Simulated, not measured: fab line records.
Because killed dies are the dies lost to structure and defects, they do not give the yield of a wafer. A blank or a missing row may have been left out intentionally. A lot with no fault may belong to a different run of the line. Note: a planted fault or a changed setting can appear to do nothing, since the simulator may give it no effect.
Comparing a struck lot with a sound one -- flow sky130 -- 15 out of 708 route steps
Sound: these wafers, L940.2, L940.3, L940.5. Wafers L949.1, L949.4, L949.6 were the ones struck. The cause comes at the end.
Each step with rows lists, per side, the tool, then ch with its chambers, then its first start. Under that, the readings that differ: sound wafers -- struck wafers -- difference of the means -- sigmas: that difference in standard deviations of wafers without a fault.
alike: same words and numbers on both sides, and readings whose means sit less than 2 such deviations apart. not compared: any withheld reading, any reading some wafer has no value for, any bound like >300 that may hide the same value, and any number with overlapping values for which the record gives no deviation.
Wherever a step has rows on one side only, a row that says differs or no value, or a row with sigmas, the two part there. Numbers that have no deviation but don't overlap get no sigmas and don't part them. A reading missing from all wafers of one side parts the sides only when that side holds two or more wafers.

first, 8 steps without rows for these wafers: SKY_VIA1_DEHYDRATE_04 (time 60 s); SKY_VIA1_HMDS_05 (prime time 60 s); SKY_VIA1_COAT_06 (resist thk 60 nm); SKY_VIA1_COAT_07 (resist thk 450 nm); SKY_VIA1_SOFTBAKE_08 (time 90 s); SKY_VIA1_EXPOSE_09 (exposes mask VIM, target cd 150 nm); SKY_VIA1_PEB_10; SKY_VIA1_DEVELOP_11 (develop time 60 s).
SKY_VIA1_CD_MEAS_12: target cd 150 nm.
  sound: cd-sem-02 at day 36 14:19; struck: cd-sem-02 at day 38 12:29
  alike: cd-nm
SKY_VIA1_OVL_MEAS_13:
  sound: overlay-01 at day 36 14:25; struck: overlay-02 at day 38 12:37
  alike: VIA1_OVL
SKY_VIA1_ETCH_14: etches BARC in N2/H2, stops on SiO2, time 45.9 s, target depth 60 nm.
  sound on rie-diel-03 ch 0,1, day 36 14:27; struck on rie-diel-01 ch 0,1,2, day 38 12:39
  alike: drypump-motor-current-A, oes-product-au, throttle-valve-pct
  not compared: rf-hours-counter-h
SKY_VIA1_ETCH_15: etches SiO2 in C4F8/O2/Ar, stops on TiN, target depth 351 nm, time 54 s.
  sound on rie-diel-03 ch 0,1, day 36 14:29; struck on rie-diel-01 ch 0,1,2, day 38 12:41
  alike: oes-product-au
  not compared: rf-hours-counter-h
SKY_VIA1_STRIP_16: strips in O2/N2.
  sound on plasma-asher-04 ch 0,1, day 36 14:32; struck on plasma-asher-01 ch 0,1, day 38 12:44
  no value came back on the struck wafers for chamber-pressure-mTorr (mTorr), drypump-motor-current-A (A), oes-product-au (a.u.), strip-time-to-endpoint-s (s); on the sound wafers chamber-pressure-mTorr (mTorr) reads 1501.6 1499.2 1500.6
reading,sound,struck,difference,sigmas
model.KrF-thick_of_VIA1_COAT_07.thk-nm (nm),0 0 0,324.8 326.3 323.2,+324.8,
  not compared: rf-hours-counter-h
then, 1 step without rows for these wafers: SKY_VIA1_STRIP_17 (strips in post etch residue remover, time 1200 s).
-- the record jumps here: 11 days lie between the struck wafers' starts before and after (it left off in module VIA1 and takes up again in module PAD_OPEN, whose first step shown is number 708 of the route) --
SKY_PAD_OPEN_PROBE_99:
  only the struck wafers here have rows in the record (prober-02, day 49 03:53); the sound ones have none

## WHERE THEY PART
Last at SKY_PAD_OPEN_PROBE_99 as far as this record goes, first at SKY_VIA1_STRIP_16.

WHY: whatever the simulator had introduced
Step skipped in full: plasma-asher-01, at SKY_VIA1_STRIP_16, from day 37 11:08 onward. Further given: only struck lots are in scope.
